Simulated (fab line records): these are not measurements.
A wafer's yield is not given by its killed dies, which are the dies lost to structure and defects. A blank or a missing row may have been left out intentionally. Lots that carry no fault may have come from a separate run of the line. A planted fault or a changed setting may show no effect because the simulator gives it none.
A single fault, viewed from 2 desks + flow gf180mcu + each desk holds nothing but its own numbers, with what lay behind them at the end

## FROM THE METROLOGY DESK
What the gauges read, lot by lot, whatever tool the lot ran on: means of the sampled wafers that have a number. If a lot's mean is further than 4 standard deviations from the usual mean, the lot is out of limits and carries the mark OUT (the distance appears in the brackets).
Columns: A = NSD_TW at GF_NSD_TW_MEAS_12, usual 4223; B = PSD_TW at GF_PSD_TW_MEAS_11, usual 3149; C = NSD_RS at GF_PSD_RS_MEAS_14, usual 46.12 ohm/sq
| lot  | first seen here | A    | B    | C               |
|------|-----------------|------|------|-----------------|
| L901 | day 13 09:16    | 4254 | 3162 | 46.23           |
| L902 | day 13 22:19    | 4246 | 3177 | 46.10           |
| L909 | day 16 03:46    | 4166 | 3136 | 47.68 (+20) OUT |
| L911 | day 17 04:02    | 4130 | 3138 | 47.66 (+20) OUT |
| L914 | day 17 21:19    | 4198 | 3167 | 46.13           |
| L915 | day 18 07:43    | 4212 | 3153 | 46.18           |
| L917 | day 19 01:28    | 4210 | 3141 | 46.07           |
| L918 | day 19 08:31    | 4239 | 3146 | 46.13           |
| L919 | day 19 22:49    | 4199 | 3139 | 46.01           |
| L921 | day 20 07:52    | 4238 | 3157 | 46.18           |
| L922 | day 20 11:29    | 4205 | 3182 | 46.01           |
| L923 | day 21 00:43    | 4234 | 3143 | 46.06           |
Finding of this desk: L909, L911 out of limits, first seen on L909 at day 17 02:26 (NSD_RS at GF_PSD_RS_MEAS_14). Within limits: L901, L902, L914, L915, L917, L918, L919, L921, L922, L923.

## THE TOOL OWNER'S DESK: implanter-02
GF_NSD_IMPLANT_09, tool's own readings: per-lot mean of the sampled wafers with a number, covering each lot this tool ran. If a lot's mean is further than 4 standard deviations from the usual mean, the lot is out of limits and carries the mark OUT (the distance appears in the brackets).
Columns: A = beam-energy-keV at GF_NSD_IMPLANT_09, usual 60.000
| lot  | first seen here | A                        |
|------|-----------------|--------------------------|
| L909 | day 16 03:22    | 54.621 (-99 or more) OUT |
| L911 | day 17 03:40    | 54.670 (-99 or more) OUT |
| L921 | day 20 07:28    | 59.995                   |
| L922 | day 20 11:05    | 60.000                   |
This desk finds L909, L911 out of limits, L909 being first, at day 16 03:22 (beam-energy-keV at GF_NSD_IMPLANT_09). Within limits: L921, L922.

## PUT TOGETHER
The tool owner's desk had the chance to raise an alarm at day 16 03:22 on L909, L911.
Metrology desk: alarm possible at day 17 02:26 on L909, L911.
The lots listed all ran GF_NSD_IMPLANT_09 on implanter-02.

## WHAT THE SIMULATOR HAD INSERTED
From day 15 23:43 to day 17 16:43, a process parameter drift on implanter-02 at GF_NSD_IMPLANT_09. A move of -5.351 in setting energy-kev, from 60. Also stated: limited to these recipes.
Lots struck among those shown: L909, L911.
Fault start to first reading out of limits, in hours, per desk: tool owner, 4; metrology, 27.
